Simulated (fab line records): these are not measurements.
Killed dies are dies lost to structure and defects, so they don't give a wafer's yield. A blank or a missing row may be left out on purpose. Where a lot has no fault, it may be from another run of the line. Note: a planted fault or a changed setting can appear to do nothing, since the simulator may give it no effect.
Commonality check across tools / flow gf180mcu / Sample size 14 lots and 48 wafers

## REASON FOR OPENING
Of 14 lots, 2 have the reading MVPSD_TW flagged at GF_MVPSD_TW_MEAS_11. No-fault wafers: 557.2, standard deviation 2.8.
Rule: a lot gets a flag if all its wafers with a number sit over 4 standard deviations from that mean, or if no wafer of it has a number. The rest of the lots are taken to be sound.

lot=L209; measured=day 5 00:41; on=film-metro-03; MVPSD_TW, wafer by wafer=558.3 559.3 556.6; flag=
lot=L211; measured=day 5 12:07; on=film-metro-03; MVPSD_TW, wafer by wafer=557.4 555.0 556.3; flag=
lot=L212; measured=day 5 16:36; on=film-metro-04; MVPSD_TW, wafer by wafer=554.1 553.5 556.0; flag=
lot=L213; measured=day 5 22:41; on=film-metro-03; MVPSD_TW, wafer by wafer=557.7 554.7 554.9; flag=
lot=L216; measured=day 6 17:59; on=film-metro-01; MVPSD_TW, wafer by wafer=562.8 561.2 561.8; flag=
lot=L217; measured=day 6 22:25; on=film-metro-04; MVPSD_TW, wafer by wafer=524.6 525.9 520.2 524.9 520.9 524.9; flag=FLAGGED
lot=L218; measured=day 7 07:59; on=film-metro-04; MVPSD_TW, wafer by wafer=522.5 519.1 520.9 520.6 522.0 521.6; flag=FLAGGED
lot=L223; measured=day 8 15:20; on=film-metro-04; MVPSD_TW, wafer by wafer=557.0 556.4 557.0; flag=
lot=L225; measured=day 9 01:47; on=film-metro-04; MVPSD_TW, wafer by wafer=558.2 556.0 557.6; flag=
lot=L224; measured=day 9 02:07; on=film-metro-04; MVPSD_TW, wafer by wafer=560.9 561.4 560.6; flag=
lot=L227; measured=day 9 11:02; on=film-metro-01; MVPSD_TW, wafer by wafer=559.2 558.0 556.4; flag=
lot=L228; measured=day 9 17:32; on=film-metro-04; MVPSD_TW, wafer by wafer=561.5 557.3 561.9; flag=
lot=L229; measured=day 9 23:20; on=film-metro-03; MVPSD_TW, wafer by wafer=555.9 557.0 560.1; flag=
lot=L230; measured=day 10 14:33; on=film-metro-03; MVPSD_TW, wafer by wafer=561.2 558.6 557.9; flag=
The numbers of the flagged lots are 522.3 on average: -34.9 against the usual, or -12 standard deviations.

## EACH LOT AND THE TOOL IT RAN ON
The record keeps 1 process step preceding the reading, out of 602 steps on the route. Cell contents, in order: the tool; ch with the chambers the sampled wafers went through; the start.
lot=L209; flag=; GF_MVPSD_IMPLANT_09=implanter-01 ch 0, day 5 00:26
lot=L211; flag=; GF_MVPSD_IMPLANT_09=implanter-02 ch 0, day 5 11:52
lot=L212; flag=; GF_MVPSD_IMPLANT_09=implanter-04 ch 0, day 5 16:21
lot=L213; flag=; GF_MVPSD_IMPLANT_09=implanter-01 ch 0, day 5 22:28
lot=L216; flag=; GF_MVPSD_IMPLANT_09=implanter-02 ch 0, day 6 17:45
lot=L217; flag=FLAGGED; GF_MVPSD_IMPLANT_09=implanter-01, day 6 22:11
lot=L218; flag=FLAGGED; GF_MVPSD_IMPLANT_09=implanter-02, day 7 07:45
lot=L223; flag=; GF_MVPSD_IMPLANT_09=implanter-04 ch 0, day 8 15:05
lot=L225; flag=; GF_MVPSD_IMPLANT_09=implanter-02 ch 0, day 9 01:34
lot=L224; flag=; GF_MVPSD_IMPLANT_09=implanter-01 ch 0, day 9 01:52
lot=L227; flag=; GF_MVPSD_IMPLANT_09=implanter-02 ch 0, day 9 10:49
lot=L228; flag=; GF_MVPSD_IMPLANT_09=implanter-01 ch 0, day 9 17:19
lot=L229; flag=; GF_MVPSD_IMPLANT_09=implanter-02 ch 0, day 9 23:05
lot=L230; flag=; GF_MVPSD_IMPLANT_09=implanter-04 ch 0, day 10 14:19
What these steps do:
- GF_MVPSD_IMPLANT_09
- GF_MVPSD_TW_MEAS_11

## FLAGGED AGAINST TOTAL, ONE TOOL AT A TIME (gauges that did the reading follow at the end)
step=GF_MVPSD_IMPLANT_09; tool=implanter-01; lots run=5; flagged=1; share of the flagged lots=some; sound lots run after its first flagged lot=2 (L224,L228)
step=GF_MVPSD_IMPLANT_09; tool=implanter-02; lots run=6; flagged=1; share of the flagged lots=some; sound lots run after its first flagged lot=3 (L225,L227,L229)
step=GF_MVPSD_IMPLANT_09; tool=implanter-04; lots run=3; flagged=0; share of the flagged lots=none; sound lots run after its first flagged lot=-
step=GF_MVPSD_TW_MEAS_11; tool=film-metro-01; lots run=2; flagged=0; share of the flagged lots=none; sound lots run after its first flagged lot=-
step=GF_MVPSD_TW_MEAS_11; tool=film-metro-03; lots run=5; flagged=0; share of the flagged lots=none; sound lots run after its first flagged lot=-
step=GF_MVPSD_TW_MEAS_11; tool=film-metro-04; lots run=7; flagged=2; share of the flagged lots=all; sound lots run after its first flagged lot=4 (L223,L225,L224,L228)

## WHAT THE TABLE ALLOWS
All flagged lots share 1 row of the table, namely film-metro-04 at GF_MVPSD_TW_MEAS_11.
- film-metro-04 at GF_MVPSD_TW_MEAS_11: 2 of its 7 lots flagged. Sound lots ran on it after the first flagged one (L223, L225, L224, L228), which a lasting fault on the whole tool wouldn't allow.
None of the table's rows ran every flagged lot and, after the first, no sound lot.

## WHAT HAD BEEN PUT IN BY THE SIMULATOR
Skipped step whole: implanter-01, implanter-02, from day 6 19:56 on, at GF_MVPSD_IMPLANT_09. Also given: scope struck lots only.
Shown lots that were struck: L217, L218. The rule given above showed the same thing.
